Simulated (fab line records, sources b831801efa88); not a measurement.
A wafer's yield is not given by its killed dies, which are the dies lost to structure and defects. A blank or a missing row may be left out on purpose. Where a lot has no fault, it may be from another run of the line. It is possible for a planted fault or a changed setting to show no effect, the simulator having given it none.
2 desks, one fault | flow gf180mcu | each desk holds nothing but its own numbers, with what lay behind them at the end

== TOOL OWNER'S DESK, lpcvd-01 ==
The tool's own readings at GF_HV_LDD_CVD_56 (deposits Si3N4 from DCS/NH3, target thk 90 nm, time 1543 s): means of the sampled wafers that have a number, for each lot that ran on this tool. Marked OUT: a lot whose mean sits more than 4 standard deviations from the usual mean, which makes it out of limits; the brackets give that distance.
Columns: A = spike_tc_bottom_C at GF_HV_LDD_CVD_56, usual 790.4 C; B = spike_tc_centre_C at GF_HV_LDD_CVD_56, usual 771.4 C; C = spike_tc_lower_C at GF_HV_LDD_CVD_56, usual 770.4 C; D = spike_tc_top_C at GF_HV_LDD_CVD_56, usual 785.6 C; E = spike_tc_upper_C at GF_HV_LDD_CVD_56, usual 769.5 C; F = zone_power_centre_pct at GF_HV_LDD_CVD_56, usual 14.3 %
lot  | first seen here | A               | B               | C               | D                | E               | F
L527 | day 12 21:03    | 789.0           | 770.7           | 773.0           | 785.9            | 769.5           | 14.9
L530 | day 14 02:06    | 790.4           | 773.4           | 769.6           | 782.8            | 769.3           | 13.7
L533 | day 15 07:57    | 790.2           | 770.7           | 770.6           | 783.1            | 769.5           | 13.6
L535 | day 15 19:39    | 789.7           | 770.9           | 772.4           | 785.5            | 771.2           | 14.8
L536 | day 16 03:51    | 789.6           | 771.8           | 772.5           | 786.8            | 770.7           | 14.9
L537 | day 16 15:21    | 791.8           | 771.6           | 770.7           | 783.3            | 769.6           | 13.7
L544 | day 18 22:14    | 808.8 (+15) OUT | 790.4 (+13) OUT | 789.2 (+11) OUT | 799.4 (+7.3) OUT | 787.6 (+15) OUT | 14.3
This desk's verdict: out of limits on L544, starting with L544 at day 18 22:14 (spike_tc_bottom_C at GF_HV_LDD_CVD_56). In limits: L527, L530, L533, L535, L536, L537.

== METROLOGY DESK ==
Lot by lot, what the gauges showed, no matter which tool ran the lot: averages of those sampled wafers that carry a number. Marked OUT: a lot whose mean sits more than 4 standard deviations from the usual mean, which makes it out of limits; the brackets give that distance.
Columns: A = HV_LDD_CVD_56_THK at GF_HV_LDD_THK_MEAS_57, usual 89.8 nm
lot  | first seen here | A
L525 | day 12 14:03    | 88.6
L527 | day 12 22:29    | 90.6
L529 | day 13 15:16    | 89.7
L530 | day 14 03:33    | 87.7
L533 | day 15 10:07    | 91.0
L534 | day 15 14:13    | 89.4
L535 | day 15 21:06    | 90.4
L536 | day 16 05:17    | 89.0
L537 | day 16 16:47    | 88.5
L538 | day 16 21:10    | 90.1
L540 | day 17 16:40    | 88.2
L544 | day 18 23:40    | 128.3 (+38) OUT
L547 | day 20 12:04    | 91.1
This desk's result: L544 out of limits, first on L544 (HV_LDD_CVD_56_THK at GF_HV_LDD_THK_MEAS_57), day 18 23:40. In limits: L525, L527, L529, L530, L533, L534, L535, L536, L537, L538, L540, L547.

== ALL TOGETHER ==
At day 18 22:14, on L544, the tool owner's desk was in a position to raise an alarm.
L544 would have let the metrology desk raise an alarm at day 18 23:40.
The lots listed all ran GF_HV_LDD_CVD_56 on lpcvd-01.

== WHAT WAS PUT IN BY THE SIMULATOR ==
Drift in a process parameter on lpcvd-01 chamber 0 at GF_HV_LDD_CVD_56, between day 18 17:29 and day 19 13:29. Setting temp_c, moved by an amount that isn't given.
Shown lots that were struck: L544.
Fault start to first reading out of limits, in hours, per desk: tool owner, 5; metrology, 6.
